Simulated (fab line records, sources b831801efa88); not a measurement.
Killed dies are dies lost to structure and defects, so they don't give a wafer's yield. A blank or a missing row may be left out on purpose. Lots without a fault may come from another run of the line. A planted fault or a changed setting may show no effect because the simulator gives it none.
fab line records | flow sky130
record lots=6 wafers=18 last_day=50
route steps=708 shown METAL4@627 VIA4@639
lots that met no fault: from a run of the same line without faults
start_h: hours from the record's first day to the start of the lot's first wafer shown | wait_h: hours since the lot's step before | " the same as in the row above | L1.1+2: a row that stands for several wafers | - no value, or no start given | * or withheld: withheld | < > ~ a bound
route shown NAME@n: a module of which the file shows steps, and the number in the route of the first | usual: mean/standard deviation of fault-free wafers | same: alike in all rows | chamber/n: place in a boat | sites: the reading at each site | _std_site: their standard deviation | _edge_site: outer sites' mean less inner sites' | radius_mm: how far each site lies from the wafer's centre | mask NAME#n: copy n | behind: the tool/chamber that last shaped the wafer | hold: why the lot was held/for how many hours/how that ended | device: the transistor (n, p or np) that didn't switch | end of line: the same wafers' tests at the end of the route | a step without rows: its recipe alone | killed: dies lost to structure and defects at the first sort, not the wafer's yield | map: a wafer's dies, x killed, . not, _ none there
set.NAME: the setting as run; set.NAME@STEP: as run at that earlier step | model.NAME: the simulator's own value behind a step, which no gauge read
lots at some steps of the route; a table a step, a row a wafer
services: from which hour (start_h, from the record's first day; less than 0 if before it) a tool's chamber was out of use, for how many hours, and why
## steps
# step SKY_METAL4_PEB_11
# recipe peb_temp_c=withheld peb_time_s=withheld resist=KrF-thick
# step SKY_METAL4_DEVELOP_12
# recipe develop_time_s=60 resist=KrF-thick dev_temp_c=21
# step SKY_METAL4_CD_MEAS_13
# recipe target_cd_nm=300
# usual cd_nm=299.8/1.3
# columns lot.wafer tool chamber start_h wait_h cd_nm
L740.2 cd_sem-01 - 995.89 - 300.6
L740.3 " - " " 299.8
L740.4 " - " " 300.2
L742.1 cd_sem-01 - 1014.45 - 298.8
L742.2 " - " " 299.5
L742.3 " - " " 299.2
L750.2 cd_sem-02 - 1072.19 - 298.1
L750.3 " - " " 299.2
L750.4 " - " " 299.0
L751.3 cd_sem-01 - 1078.94 - 300.7
L751.5 " - " " 300.5
L751.6 " - " " 300.8
L753.1 cd_sem-02 - 1092.56 - 301.9
L753.3 " - " " 302.6
L753.6 " - " " 302.6
L758.2 cd_sem-02 - 1111.02 - 299.3
L758.3 " - " " 299.5
L758.5 " - " " 298.6
# step SKY_METAL4_OVL_MEAS_14
# usual METAL4_OVL=-1/4.5
# columns lot.wafer tool chamber start_h wait_h METAL4_OVL[nm]
L740.2 overlay-02 - 996.00 0.1 -4
L740.3 " - " " -1
L740.4 " - " " -6
L742.1 overlay-02 - 1014.57 0.1 7
L742.2 " - " " 10
L742.3 " - " " 4
L750.2 overlay-01 - 1072.30 0.1 -4
L750.3 " - " " -2
L750.4 " - " " -4
L751.3 overlay-02 - 1079.03 0.1 -1
L751.5 " - " " -3
L751.6 " - " " 0
L753.1 overlay-02 - 1092.68 0.1 -1
L753.3 " - " " 1
L753.6 " - " " -3
L758.2 overlay-01 - 1111.13 0.1 -4
L758.3 " - " " -2
L758.5 " - " " -3
# step SKY_METAL4_DESCUM_15
# recipe chemistry=O2 source_power_w=150 bias_power_w=0 pressure_mtorr=10 temp_c=40 time_s=8
# step SKY_METAL4_ETCH_16
# recipe chemistry=N2/H2 target=BARC ion_energy_ev=200 bias_w=100 pressure_mtorr=30 n2_flow_sccm=100 h2_flow_sccm=200 icp_w=500 stop_on=SiO2 time_s=88.2 target_depth_a=600
# usual drypump_motor_current_A=6.09/0.21 oes_product_au=0.625/0.0045 throttle_valve_pct=13.205/0.009
# columns lot.wafer tool chamber start_h wait_h drypump_motor_current_A oes_product_au rf_hours_counter_h throttle_valve_pct
L740.2 rie_metal-02 0 996.13 0.1 6.23 0.623 - 13.200
L740.3 " 0 " " 6.24 0.632 - 13.216
L740.4 " 0 " " 6.21 0.622 - 13.200
L742.1 rie_metal-01 0 1014.64 0.0 6.37 0.627 13 13.198
L742.2 " 1 " " 6.18 0.628 20 13.223
L742.3 " 0 " " 6.32 0.619 - 13.200
L750.2 rie_metal-03 1 1072.36 0.0 5.85 0.628 25 13.204
L750.3 " 0 " " 6.16 0.623 - 13.192
L750.4 " 1 " " 5.88 0.630 - 13.210
L751.3 rie_metal-01 0 1079.12 0.0 6.33 0.629 - 13.205
L751.5 " 1 " " 6.21 0.630 - 13.204
L751.6 " 0 " " 6.33 0.624 - 13.218
L753.1 rie_metal-02 1 1092.75 0.0 5.71 0.626 5 13.208
L753.3 " 1 " " 5.70 0.628 - 13.191
L753.6 " 1 " " 5.72 0.626 - 13.213
L758.2 rie_metal-03 0 1111.19 0.0 6.18 0.626 25 13.193
L758.3 " 1 " " 5.90 0.618 - 13.204
L758.5 " 0 " " 6.15 0.630 - 13.223
# step SKY_METAL4_ETCH_17
# recipe target=SiO2 stop_on=TiN chemistry=C4F8/O2/Ar source_w=1500 bias_w=1200 pressure_mtorr=40 c4f8_flow_sccm=withheld O2_flow_sccm=6 Ar_flow_sccm=300 time_s=3.9 target_depth_a=150
# usual oes_product_au=0.755/0.0066
# columns lot.wafer tool chamber start_h wait_h oes_product_au rf_hours_counter_h
L740.2 rie_diel-02 1 996.29 0.1 0.756 8
L740.3 " 0 " " 0.756 20
L740.4 " 2 " " 0.753 18
L742.1 rie_diel-04 3 1014.74 0.1 0.752 12
L742.2 " 2 " " 0.762 21
L742.3 " 0 " " 0.752 9
L750.2 rie_diel-03 2 1072.46 0.1 0.746 25
L750.3 " 0 " " 0.749 13
L750.4 " 1 " " 0.752 16
L751.3 rie_diel-04 3 1079.19 0.0 0.762 14
L751.5 " 2 " " 0.767 -
L751.6 " 1 " " 0.757 -
L753.1 rie_diel-04 2 1092.85 0.1 0.761 23
L753.3 " 3 " " 0.748 14
L753.6 " 2 " " 0.746 -
L758.2 rie_diel-02 1 1111.29 0.1 0.753 12
L758.3 " 3 " " 0.758 5
L758.5 " 3 " " 0.757 -
# step SKY_METAL4_METAL_ETCH_18
# recipe target_depth_a=8450 stop_on=SiO2 over_etch_frac=0.3 time_s=183.1 chemistry=Cl2/BCl3 resist_sidewall_deg=88 pressure_mtorr=10 icp_w=900 bias_w=48.5 Cl2_flow_sccm=60 bcl3_flow_sccm=30
# usual drypump_motor_current_A=6.13/0.19 mfc_cl2_sccm=60.00/0.19 oes_product_au=0.866/0.0064 throttle_valve_pct=22.264/0.009
# columns lot.wafer tool chamber start_h wait_h drypump_motor_current_A mfc_cl2_sccm oes_product_au rf_hours_counter_h throttle_valve_pct
L740.2 rie_metal-03 0 996.31 0.0 6.16 60.17 0.869 17 22.246
L740.3 " 0 " " 6.14 59.91 0.862 - 22.261
L740.4 " 1 " " 5.85 60.09 0.864 - 22.260
L742.1 rie_metal-02 0 1014.76 0.0 6.22 59.88 0.861 15 22.263
L742.2 " 1 " " 5.72 60.01 0.874 1 22.263
L742.3 " 1 " " 5.72 60.04 0.867 - 22.273
L750.2 rie_metal-01 0 1072.48 0.0 6.31 59.79 0.850 17 22.278
L750.3 " 1 " " 6.15 59.75 0.857 - 22.250
L750.4 " 0 " " 6.31 59.63 0.865 - 22.275
L751.3 rie_metal-03 1 1079.26 0.1 5.88 60.29 0.868 - 22.278
L751.5 " 1 " " 5.91 60.02 0.873 - 22.257
L751.6 " 0 " " 6.14 60.00 0.872 - 22.261
L753.1 rie_metal-01 0 1092.87 0.0 6.35 60.24 0.867 19 22.261
L753.3 " 0 " " 6.33 59.98 0.869 - 22.273
L753.6 " 0 " " 6.35 59.86 0.871 - 22.271
L758.2 rie_metal-02 1 1111.31 0.0 5.77 60.09 0.869 7 22.274
L758.3 " 1 " " 5.74 60.04 0.880 - 22.268
L758.5 " 1 " " 5.74 60.17 0.866 - 22.245
# step SKY_METAL4_STRIP_19
# recipe chemistry=O2/N2 power_w=1400 pressure_mtorr=1500 platen_temp_c=withheld o2_flow_sccm=3000 n2_flow_sccm=300 overash_fraction=0.5
# usual drypump_motor_current_A=6.0/0.48 oes_product_au=0.502/0.0057 strip_time_to_endpoint_s=6.54/0.084
# columns lot.wafer tool chamber start_h wait_h drypump_motor_current_A oes_product_au rf_hours_counter_h strip_time_to_endpoint_s
L740.2 plasma_asher-04 1 996.49 0.1 5.4 0.495 24 6.49
L740.3 " 0 " " 6.1 0.498 - 6.43
L740.4 " 1 " " 5.4 0.494 - 6.52
L742.1 plasma_asher-03 0 1014.93 0.1 6.7 0.502 86 6.51
L742.2 " 1 " " 6.7 0.495 86 6.49
L742.3 " 0 " " 6.7 0.503 - 6.48
L750.2 plasma_asher-01 1 1072.66 0.1 5.7 0.501 1 6.62
L750.3 " 1 " " 5.7 0.504 - 6.54
L750.4 " 0 " " 5.9 0.505 - 6.61
L751.3 plasma_asher-04 0 1079.42 0.1 6.1 0.507 - 6.62
L751.5 " 1 " " 5.4 0.511 - 6.62
L751.6 " 0 " " 6.1 0.499 - 6.46
L753.1 plasma_asher-01 0 1093.04 0.1 6.0 0.512 2 6.68
L753.3 " 1 " " 5.7 0.509 - 6.64
L753.6 " 0 " " 6.0 0.505 - 6.61
L758.2 plasma_asher-04 1 1111.48 0.1 5.4 0.494 35 6.46
L758.3 " 0 " " 6.1 0.503 - 6.53
L758.5 " 1 " " 5.4 0.504 - 6.52
# step SKY_METAL4_STRIP_20
# recipe chemistry=post_etch_residue_remover time_s=1200 temp_c=72.5
# step SKY_METAL4_CLEAN_21
# recipe chemistry=IPA time_s=180 temp_c=25
# step SKY_METAL4_CLEAN_22
# recipe chemistry=O3/DIW dry=n2_spin
# step SKY_VIA4_HDPCVD_00
# recipe material=SiO2 target_thk_nm=1750 sigma_open_frac=0.3 time_s=291.7 temp_c=400 sih4_flow_sccm=60 pressure_mtorr=6
# usual run_length_s=319.7/0.38
# columns lot.wafer tool chamber start_h wait_h run_length_s model.SiO2_of_VIA4_HDPCVD_00.thk_nm
L740.2 hdpcvd-02 0 997.08 0.0 401.1 2251
L740.3 " 1 " " 319.3 1761
L740.4 " 0 " " 401.5 2250
L742.1 hdpcvd-02 2 1015.56 0.0 320.0 1759
L742.2 " 1 " " 320.0 1764
L742.3 " 0 " " 401.0 2254
L750.2 hdpcvd-02 2 1073.25 0.0 319.8 1770
L750.3 " 1 " " 319.3 1737
L750.4 " 1 " " 319.9 1756
L751.3 hdpcvd-01 1 1079.99 0.0 319.2 1767
L751.5 " 0 " " 319.6 1757
L751.6 " 1 " " 319.0 1751
L753.1 hdpcvd-02 1 1093.68 0.0 319.7 1764
L753.3 " 2 " " 319.9 1793
L753.6 " 2 " " 320.0 1769
L758.2 hdpcvd-01 2 1112.08 0.0 319.7 1728
L758.3 " 1 " " 319.9 1756
L758.5 " 0 " " 319.7 1738
# step SKY_VIA4_THK_MEAS_01
# recipe reads=SiO2_of_VIA4_HDPCVD_00
# usual VIA4_HDPCVD_THK=1754/20
# columns lot.wafer tool chamber start_h wait_h VIA4_HDPCVD_THK[nm]
L740.2 film_metro-02 - 997.27 0.1 2253
L740.3 " - " " 1759
L740.4 " - " " 2248
L742.1 film_metro-01 - 1015.74 0.1 1759
L742.2 " - " " 1764
L742.3 " - " " 2254
L750.2 film_metro-04 - 1073.44 0.1 1770
L750.3 " - " " 1737
L750.4 " - " " 1759
L751.3 film_metro-01 - 1080.18 0.1 1768
L751.5 " - " " 1758
L751.6 " - " " 1750
L753.1 film_metro-01 - 1093.86 0.1 1763
L753.3 " - " " 1793
L753.6 " - " " 1768
L758.2 film_metro-02 - 1112.26 0.1 1729
L758.3 " - " " 1756
L758.5 " - " " 1738
# step SKY_VIA4_CMP_02
# recipe material=SiO2 down_force_psi=4 platen_rpm=60 pad_velocity_m_s=0.94248
# usual motor_current_A=12.2/1.2 platen_rpm=60.00/0.039 slurry_flow_ml_min=150.0/0.47
# columns lot.wafer tool chamber start_h wait_h motor_current_A platen_rpm slurry_flow_ml_min
L740.2 cmp-01 0 997.45 0.2 13.8 59.99 149.7
L740.3 " 1 " " 11.5 59.94 150.2
L740.4 " 2 " " 11.6 60.02 149.8
L742.1 cmp-01 0 1015.80 0.1 13.2 59.95 149.3
L742.2 " 1 " " 12.2 60.00 150.5
L742.3 " 2 " " 11.2 59.94 150.2
L750.3 cmp-02 1 1073.49 0.0 13.0 59.99 150.2
L750.2 " 2 " " 13.0 59.96 149.6
L750.4 " 0 " " 11.5 60.00 150.3
L751.3 cmp-01 3 1080.37 0.2 12.9 60.05 150.2
L751.5 " 0 " " 14.1 59.96 149.8
L751.6 " 1 " " 12.1 60.04 149.5
L753.3 cmp-02 0 1094.03 0.1 11.6 60.08 150.1
L753.1 " 1 " " 13.8 59.98 149.9
L753.6 " 2 " " 12.5 60.03 150.6
L758.2 cmp-02 2 1112.38 0.1 14.1 59.94 150.0
L758.3 " 1 " " 12.7 60.02 150.0
L758.5 " 2 " " 13.0 60.00 150.3
## services
# columns tool chamber start_h hours kind
cmp-02 - 988.13 19.9 repair
rie_diel-02 - 988.51 0.8 repair
rie_metal-03 - 1000.16 0.3 repair
rie_diel-04 3 1009.81 1.7 repair
cmp-02 - 1012.49 1.8 repair
cmp-02 - 1013.44 1.9 repair
rie_metal-02 - 1016.81 1.1 repair
cmp-01 - 1018.39 0.4 repair
cmp-02 - 1039.80 1.0 repair
cmp-02 - 1046.02 7.1 pm
hdpcvd-02 0 1048.31 7.3 repair
rie_metal-03 - 1048.61 0.6 repair
rie_metal-01 - 1050.89 0.4 repair
plasma_asher-01 - 1055.25 9.0 pm
hdpcvd-02 - 1056.31 1.7 repair
rie_diel-04 0 1071.92 2.9 repair
rie_metal-03 - 1073.73 2.8 pm
rie_metal-01 1 1083.70 8.9 repair
rie_diel-04 2 1083.89 1.5 repair
cmp-02 - 1084.25 4.0 pm
plasma_asher-04 - 1084.50 4.3 pm
cmp-02 - 1090.41 2.0 repair
rie_metal-01 1 1103.33 19.2 repair
rie_metal-01 0 1111.67 9.4 repair
## key
first_sign step=SKY_VIA4_HDPCVD_00 reading=run_length_s direction=up sigmas=99+ usual=* struck=*
effect step=SKY_VIA4_THK_MEAS_01 reading=VIA4_HDPCVD_THK direction=up sigmas=25 usual=1754 struck=2252
model_effect step=SKY_VIA4_HDPCVD_00 value=SiO2_of_VIA4_HDPCVD_00.thk_nm without=1765 struck=2251
met_at SKY_VIA4_HDPCVD_00
struck_wafers L740.2,L740.4,L742.3
fault kind=process_parameter_drift tool=hdpcvd-02 chamber=0 onset_h=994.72 steps=SKY_VIA4_HDPCVD_00 channel=time_s offset=* shape=step end_h=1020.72 acts_in=* stated=*
